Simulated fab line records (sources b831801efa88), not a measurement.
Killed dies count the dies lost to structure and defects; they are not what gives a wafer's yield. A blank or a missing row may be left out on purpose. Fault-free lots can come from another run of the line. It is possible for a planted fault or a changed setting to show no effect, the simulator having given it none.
Which tool was responsible? / flow gf180mcu / 13 lots with 38 wafers sampled at 5 steps, on a route of 602 steps

## WHAT THE GAUGES READ, wafer by wafer
GF_CONTACT_OVL_MEAS_15.
lot=L730; measured=day 16 00:09; on=overlay-02; CONTACT_OVL (nm)=5 1 12
lot=L731; measured=day 16 16:18; on=overlay-02; CONTACT_OVL (nm)=13 0 6
lot=L732; measured=day 16 22:05; on=overlay-02; CONTACT_OVL (nm)=-6 -4 -5
lot=L733; measured=day 17 07:14; on=overlay-02; CONTACT_OVL (nm)=5 12 21
lot=L734; measured=day 17 20:48; on=overlay-01; CONTACT_OVL (nm)=4 1 9
lot=L735; measured=day 18 05:15; on=overlay-02; CONTACT_OVL (nm)=6 15 -4
lot=L736; measured=day 18 11:59; on=overlay-02; CONTACT_OVL (nm)=14 2 -8
lot=L737; measured=day 18 21:02; on=overlay-02; CONTACT_OVL (nm)=7 3 10
lot=L738; measured=day 19 08:00; on=overlay-01; CONTACT_OVL (nm)=1 -2 3
lot=L741; measured=day 20 07:41; on=overlay-01; CONTACT_OVL (nm)=4 -10 -5
lot=L742; measured=day 20 19:12; on=overlay-01; CONTACT_OVL (nm)=14 9 12
lot=L743; measured=day 21 01:23; on=overlay-01; CONTACT_OVL (nm)=8 6 2
lot=L751; measured=day 23 22:30; on=overlay-02; CONTACT_OVL (nm)=-4 1

GF_CONTACT_RS_MEAS_25: a four-point-probe measurement.
lot=L730; measured=day 16 00:52; on=film-metro-04; CONTACT_W_RS (ohm/sq)=0.396 0.393 0.392
lot=L731; measured=day 16 17:01; on=film-metro-01; CONTACT_W_RS (ohm/sq)=0.391 0.393 0.391
lot=L732; measured=day 16 22:47; on=film-metro-04; CONTACT_W_RS (ohm/sq)=0.398 0.392 0.395
lot=L733; measured=day 17 07:57; on=film-metro-03; CONTACT_W_RS (ohm/sq)=0.388 0.387 0.383
lot=L734; measured=day 17 21:30; on=film-metro-01; CONTACT_W_RS (ohm/sq)=0.384 0.387 0.382
lot=L735; measured=day 18 05:57; on=film-metro-03; CONTACT_W_RS (ohm/sq)=0.390 0.394 0.388
lot=L736; measured=day 18 12:42; on=film-metro-01; CONTACT_W_RS (ohm/sq)=0.382 0.382 0.384
lot=L737; measured=day 18 21:45; on=film-metro-04; CONTACT_W_RS (ohm/sq)=0.389 0.385 0.387
lot=L738; measured=day 19 08:41; on=film-metro-03; CONTACT_W_RS (ohm/sq)=0.387 0.385 0.391
lot=L741; measured=day 20 08:24; on=film-metro-03; CONTACT_W_RS (ohm/sq)=0.391 0.392 0.386
lot=L742; measured=day 20 19:54; on=film-metro-04; CONTACT_W_RS (ohm/sq)=0.383 0.386 0.385
lot=L743; measured=day 21 02:05; on=film-metro-03; CONTACT_W_RS (ohm/sq)=0.394 0.392 0.395
lot=L751; measured=day 23 23:16; on=film-metro-01; CONTACT_W_RS (ohm/sq)=0.387 0.474

GF_CONTACT_THK_MEAS_26: measures by xrf.
lot=L730; measured=day 16 00:59; on=film-metro-04; CONTACT_W_THK (nm)=287 289 287
lot=L731; measured=day 16 17:07; on=film-metro-01; CONTACT_W_THK (nm)=295 296 296
lot=L732; measured=day 16 22:55; on=film-metro-04; CONTACT_W_THK (nm)=284 289 287
lot=L733; measured=day 17 08:04; on=film-metro-03; CONTACT_W_THK (nm)=294 295 297
lot=L734; measured=day 17 21:37; on=film-metro-01; CONTACT_W_THK (nm)=299 297 302
lot=L735; measured=day 18 06:04; on=film-metro-03; CONTACT_W_THK (nm)=291 287 292
lot=L736; measured=day 18 12:49; on=film-metro-01; CONTACT_W_THK (nm)=302 301 300
lot=L737; measured=day 18 21:52; on=film-metro-04; CONTACT_W_THK (nm)=291 299 294
lot=L738; measured=day 19 08:49; on=film-metro-03; CONTACT_W_THK (nm)=296 296 293
lot=L741; measured=day 20 08:31; on=film-metro-03; CONTACT_W_THK (nm)=291 290 295
lot=L742; measured=day 20 20:01; on=film-metro-04; CONTACT_W_THK (nm)=296 294 295
lot=L743; measured=day 21 02:12; on=film-metro-03; CONTACT_W_THK (nm)=287 290 288
lot=L751; measured=day 23 23:21; on=film-metro-01; CONTACT_W_THK (nm)=298 244

## TOOL THAT RAN EACH LOT (tool first, then ch and the chambers of the sampled wafers, then the start)
lot=L730; GF_SALICIDE_SPUTTER_02=pvd-sputter-03, day 15 02:30; GF_CONTACT_CVD_24=cvd-w-02 ch 0,1, day 16 00:45
lot=L731; GF_SALICIDE_SPUTTER_02=pvd-sputter-04, day 15 16:29; GF_CONTACT_CVD_24=cvd-w-02 ch 0,1, day 16 16:53
lot=L732; GF_SALICIDE_SPUTTER_02=pvd-sputter-01, day 15 22:06; GF_CONTACT_CVD_24=cvd-w-02 ch 1, day 16 22:41
lot=L733; GF_SALICIDE_SPUTTER_02=pvd-sputter-04, day 16 06:37; GF_CONTACT_CVD_24=cvd-w-01 ch 0,1, day 17 07:51
lot=L734; GF_SALICIDE_SPUTTER_02=pvd-sputter-01, day 16 20:31; GF_CONTACT_CVD_24=cvd-w-02 ch 0,1, day 17 21:24
lot=L735; GF_SALICIDE_SPUTTER_02=pvd-sputter-04, day 17 04:44; GF_CONTACT_CVD_24=cvd-w-02 ch 0,1, day 18 05:51
lot=L736; GF_SALICIDE_SPUTTER_02=pvd-sputter-03, day 17 11:37; GF_CONTACT_CVD_24=cvd-w-01 ch 0,1, day 18 12:35
lot=L737; GF_SALICIDE_SPUTTER_02=pvd-sputter-04, day 17 19:22; GF_CONTACT_CVD_24=cvd-w-02 ch 0,1, day 18 21:39
lot=L738; GF_SALICIDE_SPUTTER_02=pvd-sputter-01, day 18 06:16; GF_CONTACT_CVD_24=cvd-w-01 ch 0,1, day 19 08:35
lot=L741; GF_SALICIDE_SPUTTER_02=pvd-sputter-01, day 19 06:01; GF_CONTACT_CVD_24=cvd-w-01 ch 0,1, day 20 08:17
lot=L742; GF_SALICIDE_SPUTTER_02=pvd-sputter-03, day 19 17:50; GF_CONTACT_CVD_24=cvd-w-02 ch 0,1, day 20 19:48
lot=L743; GF_SALICIDE_SPUTTER_02=pvd-sputter-03, day 19 23:53; GF_CONTACT_CVD_24=cvd-w-01 ch 1, day 21 01:59
lot=L751; GF_SALICIDE_SPUTTER_02=pvd-sputter-04, day 22 23:01; GF_CONTACT_CVD_24=cvd-w-02 ch 0,1, day 23 23:10
- GF_SALICIDE_SPUTTER_02: material Co, target thk 10 nm, time 20 s.
- GF_CONTACT_CVD_24: deposits W, target thk 300 nm, time 90.339 s.

## AS READ BY THE TOOLS THEMSELVES (means over the sampled wafers that have a number; for cases with no such wafer, the mark the record gives instead)
GF_SALICIDE_SPUTTER_02.
lot=L730; tool=pvd-sputter-03; throttle-valve-pct (%)=29.9
lot=L731; tool=pvd-sputter-04; throttle-valve-pct (%)=30.7
lot=L732; tool=pvd-sputter-01; throttle-valve-pct (%)=29.9
lot=L733; tool=pvd-sputter-04; throttle-valve-pct (%)=30.1
lot=L734; tool=pvd-sputter-01; throttle-valve-pct (%)=29.5
lot=L735; tool=pvd-sputter-04; throttle-valve-pct (%)=30.4
lot=L736; tool=pvd-sputter-03; throttle-valve-pct (%)=30.2
lot=L737; tool=pvd-sputter-04; throttle-valve-pct (%)=29.9
lot=L738; tool=pvd-sputter-01; throttle-valve-pct (%)=29.8
lot=L741; tool=pvd-sputter-01; throttle-valve-pct (%)=30.0
lot=L742; tool=pvd-sputter-03; throttle-valve-pct (%)=30.3
lot=L743; tool=pvd-sputter-03; throttle-valve-pct (%)=29.5
lot=L751; tool=pvd-sputter-04; throttle-valve-pct (%)=30.2

GF_CONTACT_CVD_24.
lot=L730; tool=cvd-w-02; heater-power-w (W)=802; susceptor-temp-C (C)=399.73
lot=L731; tool=cvd-w-02; heater-power-w (W)=804; susceptor-temp-C (C)=399.98
lot=L732; tool=cvd-w-02; heater-power-w (W)=808; susceptor-temp-C (C)=400.04
lot=L733; tool=cvd-w-01; heater-power-w (W)=818; susceptor-temp-C (C)=400.24
lot=L734; tool=cvd-w-02; heater-power-w (W)=773; susceptor-temp-C (C)=400.22
lot=L735; tool=cvd-w-02; heater-power-w (W)=755; susceptor-temp-C (C)=399.84
lot=L736; tool=cvd-w-01; heater-power-w (W)=881; susceptor-temp-C (C)=399.97
lot=L737; tool=cvd-w-02; heater-power-w (W)=763; susceptor-temp-C (C)=400.01
lot=L738; tool=cvd-w-01; heater-power-w (W)=827; susceptor-temp-C (C)=399.98
lot=L741; tool=cvd-w-01; heater-power-w (W)=859; susceptor-temp-C (C)=399.99
lot=L742; tool=cvd-w-02; heater-power-w (W)=768; susceptor-temp-C (C)=399.72
lot=L743; tool=cvd-w-01; heater-power-w (W)=756; susceptor-temp-C (C)=400.08
lot=L751; tool=cvd-w-02; heater-power-w (W)=768; susceptor-temp-C (C)=399.66

## THE ANSWER, worked out from the rows above alone
Rule: the lots themselves supply what counts as usual. Put in order of their means at a reading, lots are off if they are a third of the lots or fewer, leave a main group of 4 or more, and stand apart from it by a gap of 3 or more times the standard deviation of the main group's means; of several such gaps the widest counts. A main group whose means are all the same, to the digits that the tables above print for the reading, isn't used. Also off: a lot with no number at a reading for which 4 or more lots have one. Any other lot the step has rows for is counted as sound. Order of review: gauges by route order, followed by the tools' own readings, for which a lot's mean as printed above is used. At the first step where some lot is off, the reading lying furthest off is the one used; lots without a number count as furthest.
Off: L751, seen at GF_CONTACT_RS_MEAS_25 (CONTACT_W_RS). Main group: mean 0.389 ohm/sq, sd 0.0039.
If a tool, at a process step before that reading, ran all the lots that are off and no sound lot after the first of them, it fits. Those tools and the gauges at GF_CONTACT_RS_MEAS_25 are tried in the same way. Can't be told from this: 3 tools fit, pvd-sputter-04 at GF_SALICIDE_SPUTTER_02, cvd-w-02 at GF_CONTACT_CVD_24, film-metro-01 at GF_CONTACT_RS_MEAS_25.

## WHAT WAS PUT IN BY THE SIMULATOR
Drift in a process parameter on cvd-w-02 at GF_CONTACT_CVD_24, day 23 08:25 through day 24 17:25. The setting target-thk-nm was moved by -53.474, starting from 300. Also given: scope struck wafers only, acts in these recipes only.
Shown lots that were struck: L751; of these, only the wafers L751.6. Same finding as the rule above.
